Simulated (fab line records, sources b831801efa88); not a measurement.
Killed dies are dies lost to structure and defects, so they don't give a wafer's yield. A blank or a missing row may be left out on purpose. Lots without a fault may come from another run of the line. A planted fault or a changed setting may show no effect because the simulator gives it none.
A struck lot beside a sound one | flow sky130 | 21 steps out of a route of 708
Sound: wafers L607.3, L607.4, L607.5. Struck: wafers L599.1, L599.2, L599.4. The cause comes at the end.
At each step with rows: each side's tool, then ch and its chambers, then its first start. Under that, the readings that differ: sound wafers | struck wafers | difference of the means | sigmas: that difference in standard deviations of wafers without a fault.
alike: readings whose means differ by less than 2 such deviations, and words and numbers that are the same on both sides. not compared: withheld readings, readings that some wafer has no value for, bounds like >300 that may hide the same value, and numbers for which the record gives no deviation and whose values overlap.
The two part at a step that has a row with sigmas, a row that says differs or no value, or rows on one side only. Numbers that don't overlap but have no deviation are shown without sigmas and don't part them. A reading that every wafer of one side lacks parts them only if that side has two wafers or more.

SKY_POLY_GATE_CD_MEAS_22:
  sound on cd_sem-01, day 22 01:50; struck on cd_sem-02, day 18 22:34
  alike: cd_nm
then, 7 steps without rows for these wafers: SKY_LDD_N_DEHYDRATE_00 (time 60 s); SKY_LDD_N_HMDS_01 (prime time 60 s); SKY_LDD_N_COAT_02 (resist thk 300 nm); SKY_LDD_N_SOFTBAKE_03 (time 60 s); SKY_LDD_N_EXPOSE_04 (exposes mask NTM, target cd 840 nm); SKY_LDD_N_PEB_05; SKY_LDD_N_DEVELOP_06 (develop time 60 s).
SKY_LDD_N_OVL_MEAS_07:
  sound on overlay-01, day 23 07:38; struck on overlay-02, day 20 05:50
  alike: LDD_N_OVL
then, 3 steps without rows for these wafers: SKY_LDD_N_IMPLANT_08; SKY_LDD_N_IMPLANT_09; SKY_LDD_N_IMPLANT_10.
SKY_LDD_N_IMPLANT_11:
  sound on implanter-02 ch 0, day 23 08:10; struck on implanter-04 ch 0, day 20 06:38
then, 4 steps without rows for these wafers: SKY_LDD_N_IMPLANT_12; SKY_LDD_N_IMPLANT_13; SKY_LDD_N_IMPLANT_14; SKY_LDD_N_IMPLANT_15.
SKY_LDD_N_STRIP_16: strips in O2/N2.
  sound on plasma_asher-04 ch 0,1, day 23 08:53; struck on plasma_asher-04 ch 0,1, day 20 07:23
  reading                      | sound             | struck            | difference | sigmas
  strip_time_to_endpoint_s (s) | 4.316 4.302 4.317 | 4.517 4.536 4.546 | +0.221     | +18
  alike: drypump_motor_current_A, oes_product_au
  not compared: rf_hours_counter_h
SKY_LDD_N_TW_MEAS_17:
  sound on film_metro-03, day 23 08:59; struck on film_metro-03, day 20 07:29
  reading  | sound          | struck         | difference | sigmas
  LDD_N_TW | 2571 2579 2573 | 2692 2673 2687 | +110       | +4
then, 1 step without rows for these wafers: SKY_LDD_P_DEHYDRATE_00 (time 60 s).
-- the record jumps here: 27 days lie between the struck wafers' starts before and after (it left off in module LDD_P and takes up again in module PAD_OPEN, whose first step shown is number 708 of the route) --
SKY_PAD_OPEN_PROBE_99:
  sound on prober-02, day 49 10:23; struck on prober-01, day 47 13:22
  reading                                   | sound                | struck               | difference | sigmas
  model.etest.tip_n.rs_ohm_sq               | 446.3 440.9 443.1    | 388.7 387.9 388.5    | -55.1      |
  model.etest.nfet_01v8.r_on_ohm_um         | 840.8 832.2 862      | 796.1 812.2 803      | -41.2      |
  model.etest.nfet_01v8_lvt.drive_ua_um     | 564.2 569.9 562.9    | 602 597.2 593.2      | +32        |
  model.etest.nfet_01v8_turned.drive_ua_um  | 496.3 497.4 492.8    | 531.8 519.4 516.6    | +27.1      |
  model.etest.nfet_01v8_lvt.vt_sat_v (V)    | 0.5359 0.534 0.5382  | 0.5162 0.5139 0.519  | -0.0197    |
  model.etest.nfet_01v8_turned.vt_sat_v (V) | 0.6514 0.651 0.6548  | 0.6243 0.6323 0.6389 | -0.0206    |
  model.etest.nfet_01v8.vt_sat_v (V)        | 0.6452 0.6452 0.6495 | 0.6294 0.6318 0.6365 | -0.0141    |
  alike: killed_at_M0_to_M3, killed_at_M4_up, killed_at_contacts, killed_at_front_end, killed_at_other, killed_dies, killed_open, killed_short

WHERE THEY PART
First at SKY_LDD_N_STRIP_16; last, within this record, at SKY_LDD_N_TW_MEAS_17. Later steps at which nothing parts them and some readings are alike: SKY_PAD_OPEN_PROBE_99.

WHY: what the simulator had put in
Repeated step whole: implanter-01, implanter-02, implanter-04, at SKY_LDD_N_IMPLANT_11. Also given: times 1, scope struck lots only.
